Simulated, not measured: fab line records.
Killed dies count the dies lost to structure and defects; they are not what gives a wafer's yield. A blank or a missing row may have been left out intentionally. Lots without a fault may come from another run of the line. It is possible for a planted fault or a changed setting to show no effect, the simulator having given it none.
What tool caused it?	flow sky130	9 lots with 27 wafers sampled at 5 steps, on a route of 708 steps

## WHAT EACH GAUGE READ, for each wafer
SKY_PWDE_OVL_MEAS_07.
lot	measured	on	PWDE_OVL (nm)
L579	day 3 16:19	overlay-02	1.5 1.3 2.6
L580	day 4 02:47	overlay-01	-1.5 -1.7 -1.7
L581	day 4 06:38	overlay-02	-0.8 0.7 -0.8
L583	day 4 16:46	overlay-02	-2.0 -1.0 -3.1
L584	day 5 04:30	overlay-01	-2.0 -2.5 -0.3
L585	day 5 16:53	overlay-02	1.1 0.6 1.9
L586	day 5 16:58	overlay-01	-1.0 -0.6 0.0
L587	day 6 01:20	overlay-01	-0.4 -0.1 -0.5
L588	day 6 04:10	overlay-02	-1.5 -1.5 0.5

SKY_LOCAL_INTERCONNECT_THK_MEAS_02: measures by xrf.
lot	measured	on	LOCAL_INTERCONNECT_TIN_THK (nm)
L579	day 28 11:43	film-metro-04	102.0 101.6 101.3
L580	day 29 01:15	film-metro-02	100.7 101.7 100.2
L581	day 29 07:53	film-metro-04	102.1 102.0 103.2
L583	day 30 13:22	film-metro-04	99.8 101.2 102.4
L584	day 31 03:12	film-metro-03	101.4 103.0 101.3
L585	day 31 08:47	film-metro-02	99.6 100.6 99.2
L586	day 31 12:01	film-metro-03	100.9 100.8 101.6
L587	day 32 03:49	film-metro-03	100.7 103.1 102.0
L588	day 32 11:35	film-metro-02	103.8 103.5 103.3

SKY_LOCAL_INTERCONNECT_CD_MEAS_11 targets a cd of 170 nm.
lot	measured	on	cd-nm (nm)
L579	day 29 12:28	cd-sem-02	170.9 171.1 170.7
L580	day 30 03:34	cd-sem-02	171.5 171.0 170.1
L581	day 30 12:10	cd-sem-02	171.3 171.0 170.4
L583	day 31 15:53	cd-sem-02	171.2 171.3 172.4
L584	day 32 05:15	cd-sem-01	168.1 169.0 171.2
L585	day 32 10:56	cd-sem-01	168.9 167.7 167.9
L586	day 32 15:04	cd-sem-01	170.1 169.1 167.7
L587	day 33 06:38	cd-sem-02	170.8 170.0 168.8
L588	day 33 13:31	cd-sem-02	170.1 169.9 171.3

## EACH LOT AND THE TOOL THAT RAN IT (in order: tool; ch and the chambers of the sampled wafers; start)
lot	SKY_LDD_N_IMPLANT_08	SKY_LDD_N_STRIP_16
L579	implanter-02 ch 0, day 17 01:49	plasma-asher-02 ch 0,1, day 17 03:01
L580	implanter-02 ch 0, day 17 15:59	plasma-asher-03 ch 0,1, day 17 17:08
L581	implanter-03 ch 0, day 17 22:56	plasma-asher-03 ch 0,1, day 18 00:07
L583	implanter-03 ch 0, day 19 07:42	plasma-asher-04 ch 0,1, day 19 08:54
L584	implanter-03 ch 0, day 19 22:51	plasma-asher-03 ch 0,1, day 20 00:02
L585	implanter-03 ch 0, day 20 09:07	plasma-asher-02 ch 0,1, day 20 10:18
L586	implanter-01 ch 0, day 20 10:33	plasma-asher-02 ch 0,1, day 20 13:57
L587	implanter-01 ch 0, day 21 04:06	plasma-asher-02 ch 0,1, day 21 05:18
L588	implanter-03 ch 0, day 21 11:28	plasma-asher-04 ch 0,1, day 21 12:40
- SKY_LDD_N_IMPLANT_08
- SKY_LDD_N_STRIP_16: strips in O2/N2.

## WHAT THE TOOLS THEMSELVES READ (means of the sampled wafers that have a number; where no wafer has one, the mark that the record gives instead)
SKY_LDD_N_IMPLANT_08.
lot	tool	dose-ions-cm2
L579	implanter-02	7.491e+13
L580	implanter-02	7.508e+13
L581	implanter-03	7.505e+13
L583	implanter-03	7.497e+13
L584	implanter-03	7.500e+13
L585	implanter-03	7.507e+13
L586	implanter-01	7.496e+13
L587	implanter-01	7.503e+13
L588	implanter-03	7.498e+13

SKY_LDD_N_STRIP_16.
lot	tool	drypump-motor-current-A (A)	n2-flow-sccm (sccm)	oes-product-au (a.u.)	strip-time-to-endpoint-s (s)
L579	plasma-asher-02	5.93	300.5	0.411	4.304
L580	plasma-asher-03	6.08	300.5	0.409	4.300
L581	plasma-asher-03	5.74	299.4	0.411	4.297
L583	plasma-asher-04	5.79	298.9	0.406	4.331
L584	plasma-asher-03	5.73	299.9	0.406	4.322
L585	plasma-asher-02	5.92	299.8	0.410	4.228
L586	plasma-asher-02	6.05	300.5	0.408	4.249
L587	plasma-asher-02	6.03	300.2	0.404	4.219
L588	plasma-asher-04	5.80	300.2	0.408	4.208

## THE ANSWER, worked out from the rows above alone
Rule: usual is defined by the lots themselves. The widest of any qualifying gaps counts: lots, ordered by their means at a reading, are off when they make up no more than a third of the lots, leave a main group of 4 or more, and stand apart from it by 3 or more times the standard deviation of that group's means. A main group whose means are all the same, to the digits that the tables above print for the reading, isn't used. A lot without any number at a reading at which 4 lots or more have one is off too. The other lots that the step has rows for count as sound. First the gauges in route order, then the tools' own readings, where a lot's mean is used as printed above. At the first step where some lot is off, the reading lying furthest off is the one used; lots without a number count as furthest.
Nothing can be told from this: no lot is off at any reading shown.

## WHAT HAD BEEN PUT IN BY THE SIMULATOR
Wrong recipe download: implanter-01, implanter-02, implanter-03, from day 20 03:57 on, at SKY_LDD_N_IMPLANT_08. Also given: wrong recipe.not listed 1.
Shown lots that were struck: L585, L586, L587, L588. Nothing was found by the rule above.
